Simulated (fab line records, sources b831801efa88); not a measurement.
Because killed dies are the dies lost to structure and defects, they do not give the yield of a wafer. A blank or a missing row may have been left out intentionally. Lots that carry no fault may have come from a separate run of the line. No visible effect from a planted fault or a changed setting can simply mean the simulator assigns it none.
Code-filled problem report in 8D (eight disciplines) form || flow sfqLine || the parts of the form that need people (team, actions taken, sign-off) are left out

== 1. WHAT IS WRONG ==
R5_MONX_RS at SFQ_R5_RS_MEAS_933 reads a mean of 6.51 ohm/sq on 1 wafer of 1 lot; wafers without a fault read 7.07 ohm/sq with a standard deviation of 0.057. Relative to the usual mean, that is a shift of -9.8 standard deviations.
The step: measures by four-point-probe.
First observed at day 66 21:32: wafer L533.4, on filmMetro-02. The record has a number at this step for 39 wafers belonging to 13 lots. By rule, "out" or "out of limits" means more than 4 standard deviations away from the usual mean. The other wafers with a number count as sound.

== 2. WHAT IT IS; WHAT IT IS NOT ==
{"question": "which readings at this step", "is": "R5_MONX_RS", "is not": "-"}
{"question": "which lots", "is": "L533", "is not": "L518, L520, L521, L522, L523, L524, L525, L526, L527, L536, L537, L538"}
{"question": "which wafers of those lots", "is": "L533.4", "is not": "L533.1, L533.3"}
{"question": "read on which gauges", "is": "filmMetro-02", "is not": "filmMetro-03, filmMetro-04"}
{"question": "when", "is": "from day 66 21:32", "is not": "up to then (29 sound wafers); but 9 sound wafers of L536, L537, L538 came after"}

== 3. THE SUSPECTS, EACH WITH WHAT RULES IT OUT ==
Counting: any tool at a process step up to the reading remains a suspect provided it ran every lot that is out. Sound lots after the first of them don't rule it out here, since some wafers of a struck lot are sound.
- the gauge at SFQ_R5_RS_MEAS_933: ruled out. All the wafers that are out were read on filmMetro-02, but those of them that SFQ_TRILAYER_R5_DEP_SPUTTER_133 has rows for are out there too, on other tools.
- rieMetal-03 at SFQ_TRILAYER_I2_VIA_STRIP_STRIP_071 (strips in O2): kept. The lot that is out, L533, ran on it at day 42 01:34; the last sound lot it ran before that was L522, at day 31 04:28.
- rieDiel-04 at SFQ_TRILAYER_I3_VIA_ETCH_VIA_ETCH_088 (etches SiO2 in CHF3, stops on Nb, target depth 260 nm): kept. The lot that is out, L533, ran on it at day 48 14:35; the last sound lot it ran before that was L527, at day 40 10:59.
- rieMetal-03 at SFQ_TRILAYER_I3_VIA_STRIP_STRIP_089 (strips in O2): kept. The lot that is out, L533, ran on it at day 48 14:42; the last sound lot it ran before that was L526, at day 40 03:37.
- pvdSputter-03 at SFQ_TRILAYER_R5_DEP_SPUTTER_133 (material MoNx, target thk 40 nm, time 66.7 s): kept. The lot that is out, L533, ran on it at day 66 21:28; the last sound lot it ran before that was L525, at day 63 22:21. On those wafers its own readings are out: cathodeDcPowerW.
- At SFQ_TRILAYER_I2_VIA_STRIP_STRIP_071 on rieMetal-03, chamber 0 took the sound wafers of the same lots and chamber 1 took the wafers that are out.
- Within rieDiel-04 at SFQ_TRILAYER_I3_VIA_ETCH_VIA_ETCH_088: the wafers that are out ran in chamber 3; their sound lot-mates ran in chambers 1, 2.
Left after counting: rieMetal-03 at SFQ_TRILAYER_I2_VIA_STRIP_STRIP_071, rieDiel-04 at SFQ_TRILAYER_I3_VIA_ETCH_VIA_ETCH_088, rieMetal-03 at SFQ_TRILAYER_I3_VIA_STRIP_STRIP_089, pvdSputter-03 at SFQ_TRILAYER_R5_DEP_SPUTTER_133.

== 4. THE CAUSE (what the simulator had put in) ==
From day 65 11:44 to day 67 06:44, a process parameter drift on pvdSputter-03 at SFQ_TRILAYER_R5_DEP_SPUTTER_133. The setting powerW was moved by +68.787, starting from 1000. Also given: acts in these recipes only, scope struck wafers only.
Counting leaves 4 suspects; this tool is one of them.

== 5. THE EFFECT CHAIN, in route order ==
Each row: a reading where the mean over the struck wafers with a number is more than 3 standard deviations away from the usual. Readings are gone through only where the record gives a usual standard deviation; hours: the median, over the lots, of the time from a lot's start at the first step in this table giving one to that lot's start at this step; sigmas: the change measured in usual standard deviations.
{"hours": 0, "step": "SFQ_TRILAYER_R5_DEP_SPUTTER_133", "reading": "cathodeDcPowerW", "usual": "999.98 W", "on struck wafers": 1068.80, "change": "+68.82", "sigmas": "+99 or more"}
{"hours": 0, "step": "SFQ_R5_RS_MEAS_933", "reading": "R5_MONX_RS", "usual": "7.07 ohm/sq", "on struck wafers": 6.51, "change": -0.56, "sigmas": -9.8}
{"hours": 3, "step": "SFQ_R5_THK_MEAS_934", "reading": "R5_MONX_THK", "usual": "39.4 nm", "on struck wafers": 43.4, "change": "+4.0", "sigmas": "+11"}
Here are the process steps it includes:
- SFQ_TRILAYER_R5_DEP_SPUTTER_133: material MoNx, target thk 40 nm, time 66.7 s.

== 6. WHAT WOULD HAVE CAUGHT IT SOONER ==
Counted from the fault's start at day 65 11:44, it took 34 hours until the first out-of-limits reading at a measuring or inspecting step in this record, taken at day 66 21:32.
The tool's own readings at SFQ_TRILAYER_R5_DEP_SPUTTER_133 were out on every struck wafer that the step has a row for (cathodeDcPowerW): an alarm limit on them would have fired on the first of those.
Each of the lots that are out, 1 in all, had begun SFQ_TRILAYER_R5_DEP_SPUTTER_133 on pvdSputter-03 no later than day 66 21:32. Had the tool been put on hold then, not one of them would have been saved.
